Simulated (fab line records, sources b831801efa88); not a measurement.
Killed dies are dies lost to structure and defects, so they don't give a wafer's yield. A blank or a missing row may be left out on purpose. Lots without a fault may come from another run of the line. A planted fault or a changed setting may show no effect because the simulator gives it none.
A struck lot beside a sound one | flow sky130 | 21 steps out of a route of 708
Sound: wafers L473.3, L473.4, L473.5. Struck: wafers L486.2, L486.3, L486.6. The cause comes at the end.
At each step with rows: each side's tool, then ch and its chambers, then its first start. Under that, the readings that differ: sound wafers | struck wafers | difference of the means | sigmas: that difference in standard deviations of wafers without a fault.
alike: readings whose means differ by less than 2 such deviations, and words and numbers that are the same on both sides. not compared: withheld readings, readings that some wafer has no value for, bounds like >300 that may hide the same value, and numbers for which the record gives no deviation and whose values overlap.
The two part at a step that has a row with sigmas, a row that says differs or no value, or rows on one side only. Numbers that don't overlap but have no deviation are shown without sigmas and don't part them. A reading that every wafer of one side lacks parts them only if that side has two wafers or more.

first, 1 step without rows for these wafers: SKY_RES_XHIGH_IMPLANT_07.
SKY_RES_XHIGH_STRIP_08: strips in O2/N2.
  sound on plasma_asher-03 ch 0,1, day 28 20:40; struck on plasma_asher-02 ch 0,1, day 32 22:26
  alike: drypump_motor_current_A, oes_product_au, strip_time_to_endpoint_s
  not compared: rf_hours_counter_h
SKY_RES_XHIGH_TW_MEAS_09:
  sound on film_metro-04, day 28 20:46; struck on film_metro-04, day 32 22:33
  alike: RES_XHIGH_TW
then, 7 steps without rows for these wafers: SKY_SD_N_DEHYDRATE_00 (time 60 s); SKY_SD_N_HMDS_01 (prime time 60 s); SKY_SD_N_COAT_02 (resist thk 1140 nm); SKY_SD_N_SOFTBAKE_03 (time 60 s); SKY_SD_N_EXPOSE_04 (exposes mask NSDM, target cd 380 nm); SKY_SD_N_PEB_05; SKY_SD_N_DEVELOP_06 (develop time 60 s).
SKY_SD_N_CD_MEAS_07: target cd 380 nm.
  sound on cd_sem-02, day 30 01:07; struck on cd_sem-01, day 34 00:29
  alike: cd_nm
SKY_SD_N_OVL_MEAS_08:
  sound on overlay-01, day 30 01:12; struck on overlay-01, day 34 00:35
  alike: SD_N_OVL
SKY_SD_N_IMPLANT_09:
  sound on implanter-04 ch 0, day 30 01:16; struck on implanter-01 ch 0, day 34 00:39
  reading       | sound                 | struck                       | difference | sigmas
  beam_on_s (s) | 14.0 14.2 13.9        | 10.0 9.9 10.1                | -4.0       | -3
  dose_ions_cm2 | 4e+15 4.006e+15 4e+15 | 2.259e+15 2.266e+15 2.25e+15 | -1.744e+15 | -99 or more
then, 1 step without rows for these wafers: SKY_SD_N_IMPLANT_10.
SKY_SD_N_STRIP_11: strips in O2/N2.
  sound on plasma_asher-03 ch 0,1, day 30 01:34; struck on plasma_asher-01 ch 0,1, day 34 00:55
  reading                      | sound             | struck            | difference | sigmas
  oes_product_au (a.u.)        | 0.531 0.529 0.516 | 0.556 0.554 0.556 | +0.030     | +7
  strip_time_to_endpoint_s (s) | 22.58 22.63 22.60 | 20.56 20.62 20.63 | -2.00      | -44
  alike: drypump_motor_current_A
  not compared: rf_hours_counter_h
SKY_SD_N_TW_MEAS_12:
  sound on film_metro-04, day 30 01:38; struck on film_metro-02, day 34 01:02
  reading | sound          | struck         | difference | sigmas
  SD_N_TW | 4000 3965 3954 | 3850 3854 3854 | -120       | -4
then, 1 step without rows for these wafers: SKY_SD_N_CLEAN_13 (cleans in SC1/SC2, time 150 s).
SKY_SD_N_RTA_14: time 2 s.
  sound on rtp_anneal-02 ch 0, day 30 01:45; struck on rtp_anneal-02 ch 0, day 34 01:08
  alike: lamp_power_pct, wafer_temp_C_max
SKY_SD_N_RS_MEAS_16: measures by four-point-probe.
  sound on film_metro-03, day 30 01:57; struck on film_metro-04, day 34 01:20
  reading          | sound             | struck            | difference | sigmas
  SD_N_RS (ohm/sq) | 68.52 68.65 68.60 | 75.39 75.29 75.30 | +6.74      | +61
SKY_SD_N_RS_MEAS_17: measures by four-point-probe.
  sound on film_metro-03, day 30 02:04; struck on film_metro-04, day 34 01:27
  reading          | sound             | struck            | difference | sigmas
  SD_P_RS (ohm/sq) | 147.1 147.0 147.1 | 147.6 147.8 148.2 | +0.8       | +2
-- the record jumps here: 16 days lie between the struck wafers' starts before and after (it left off in module SD_N and takes up again in module PAD_OPEN, whose first step shown is number 708 of the route) --
SKY_PAD_OPEN_PROBE_99:
  sound on prober-02, day 47 12:05; struck on prober-02, day 50 09:06
  reading                                 | sound             | struck            | difference | sigmas
  model.etest.res_ndiff.line_ohm_um       | 759.5 763.1 760.7 | 889.5 885.3 894.3 | +128.6     |
  model.etest.nfet_g5v0d10v5.r_on_ohm_um  | 1926 1902 1914    | 1947 1932 1948    | +28        |
  model.etest.sonos_uncharged.r_on_ohm_um | 792.6 797.4 799.1 | 867.6 864.1 869.4 | +70.7      |
  model.etest.licon_ndiff.rc_ohm          | 183.4 180.1 171.2 | 212.6 207.8 217.5 | +34.4      |
  model.etest.res_ndiff_hv.rs_ohm_sq      | 116 115.9 115.8   | 133.4 132.6 133.5 | +17.3      |
  model.etest.res_ndiff.rs_ohm_sq         | 120.7 120.7 120.4 | 138.7 138.8 138.1 | +17.9      |
  alike: killed_at_M0_to_M3, killed_at_M4_up, killed_at_contacts, killed_at_front_end, killed_at_other, killed_dies, killed_open, killed_short

WHERE THEY PART
First at SKY_SD_N_IMPLANT_09; last, within this record, at SKY_SD_N_RS_MEAS_17. Later steps at which nothing parts them and some readings are alike: SKY_PAD_OPEN_PROBE_99.

WHY: what the simulator had put in
Process parameter drift: implanter-01, from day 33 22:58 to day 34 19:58, at SKY_SD_N_IMPLANT_09. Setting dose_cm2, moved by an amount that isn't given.
